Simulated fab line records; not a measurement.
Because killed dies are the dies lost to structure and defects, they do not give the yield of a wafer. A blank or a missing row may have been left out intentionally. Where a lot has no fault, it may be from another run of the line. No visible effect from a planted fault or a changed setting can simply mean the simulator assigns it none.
Matching of chambers || flow sky130 || SKY_LI_CONTACT_CMP_02 on cmp-01 has 4 sister chambers
The step polishes PSG. 20 wafers are shown with their chamber, then 10 later ones without.

WAFERS WITH THEIR CHAMBER
{"wafer": "L153.1", "chamber": 2, "motor current A (A)": 12.0, "time to endpoint s (s)": 33.9}
{"wafer": "L153.4", "chamber": 3, "motor current A (A)": 12.0, "time to endpoint s (s)": 35.2}
{"wafer": "L153.6", "chamber": 0, "motor current A (A)": 10.9, "time to endpoint s (s)": 38.4}
{"wafer": "L154.2", "chamber": 2, "motor current A (A)": 12.1, "time to endpoint s (s)": 33.6}
{"wafer": "L154.3", "chamber": 3, "motor current A (A)": 12.1, "time to endpoint s (s)": 32.7}
{"wafer": "L154.4", "chamber": 0, "motor current A (A)": 11.3, "time to endpoint s (s)": 32.5}
{"wafer": "L160.1", "chamber": 2, "motor current A (A)": 11.1, "time to endpoint s (s)": 32.8}
{"wafer": "L160.2", "chamber": 0, "motor current A (A)": 11.6, "time to endpoint s (s)": 34.7}
{"wafer": "L160.5", "chamber": 3, "motor current A (A)": 12.3, "time to endpoint s (s)": 34.8}
{"wafer": "L161.1", "chamber": 2, "motor current A (A)": 11.9, "time to endpoint s (s)": 31.6}
{"wafer": "L161.3", "chamber": 3, "motor current A (A)": 11.7, "time to endpoint s (s)": 34.9}
{"wafer": "L161.6", "chamber": 2, "motor current A (A)": 11.6, "time to endpoint s (s)": 32.6}
{"wafer": "L163.1", "chamber": 2, "motor current A (A)": 11.5, "time to endpoint s (s)": 30.6}
{"wafer": "L163.2", "chamber": 3, "motor current A (A)": 12.3, "time to endpoint s (s)": 28.9}
{"wafer": "L163.4", "chamber": 0, "motor current A (A)": 11.3, "time to endpoint s (s)": 31.9}
{"wafer": "L165.1", "chamber": 3, "motor current A (A)": 11.9, "time to endpoint s (s)": 31.6}
{"wafer": "L165.2", "chamber": 2, "motor current A (A)": 11.8, "time to endpoint s (s)": 27.6}
{"wafer": "L165.4", "chamber": 1, "motor current A (A)": 14.5, "time to endpoint s (s)": 31.7}
{"wafer": "L166.1", "chamber": 0, "motor current A (A)": 11.2, "time to endpoint s (s)": 36.4}
{"wafer": "L166.3", "chamber": 2, "motor current A (A)": 11.5, "time to endpoint s (s)": 31.8}

SIGNATURES, as means of the wafers listed above
{"reading": "motor current A", "chamber 0": 11.260, "chamber 1": 14.500, "chamber 2": 11.688, "chamber 3": 12.050, "scatter within a chamber": 0.282}
{"reading": "time to endpoint s", "chamber 0": 34.780, "chamber 1": 31.700, "chamber 2": 31.812, "chamber 3": 33.017, "scatter within a chamber": 2.35}
Rule: a wafer's distance from a chamber is the root of the sum, over the readings, of the square of ((its reading less the chamber's mean) divided by the reading's scatter). The wafer belongs to the nearest chamber; if the next one is less than 2 further off, it can't be placed. How the scatter is found: for the shown wafers, subtract from each reading the mean of its chamber, square and add these, divide the total by (wafers less chambers), then take the root.

WAFERS WHOSE CHAMBER IS MISSING
{"wafer": "L166.6", "motor current A (A)": 11.6, "time to endpoint s (s)": 31.4}
{"wafer": "L171.2", "motor current A (A)": 11.3, "time to endpoint s (s)": 31.6}
{"wafer": "L171.4", "motor current A (A)": 11.5, "time to endpoint s (s)": 33.0}
{"wafer": "L171.5", "motor current A (A)": 11.8, "time to endpoint s (s)": 29.4}
{"wafer": "L172.1", "motor current A (A)": 11.5, "time to endpoint s (s)": 29.6}
{"wafer": "L172.5", "motor current A (A)": 10.8, "time to endpoint s (s)": 28.8}
{"wafer": "L172.6", "motor current A (A)": 12.2, "time to endpoint s (s)": 28.6}
{"wafer": "L173.2", "motor current A (A)": 12.0, "time to endpoint s (s)": 29.6}
{"wafer": "L173.5", "motor current A (A)": 12.8, "time to endpoint s (s)": 26.8}
{"wafer": "L173.6", "motor current A (A)": 12.0, "time to endpoint s (s)": 32.3}

CHAMBER TAKEN BY EACH
{"wafer": "L166.6", "from the rows above": "can't be placed: 2 or 3 or 0", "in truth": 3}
{"wafer": "L171.2", "from the rows above": "can't be placed: 0 or 2 or 3", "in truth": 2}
{"wafer": "L171.4", "from the rows above": "can't be placed: 2 or 0 or 3", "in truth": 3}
{"wafer": "L171.5", "from the rows above": "can't be placed: 2 or 3 or 0", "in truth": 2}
{"wafer": "L172.1", "from the rows above": "can't be placed: 2 or 0 or 3", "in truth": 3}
{"wafer": "L172.5", "from the rows above": "can't be placed: 0 or 2 or 3", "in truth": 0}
{"wafer": "L172.6", "from the rows above": "can't be placed: 3 or 2", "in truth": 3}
{"wafer": "L173.2", "from the rows above": "can't be placed: 2 or 3 or 0", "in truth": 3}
{"wafer": "L173.5", "from the rows above": "can't be placed: 3 or 2", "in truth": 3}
{"wafer": "L173.6", "from the rows above": "can't be placed: 3 or 2", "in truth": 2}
Placed correctly: 0 of 10. Cannot be placed on the basis of these rows: 10; the candidates contain the true chamber in 10. Placed wrongly: 0.
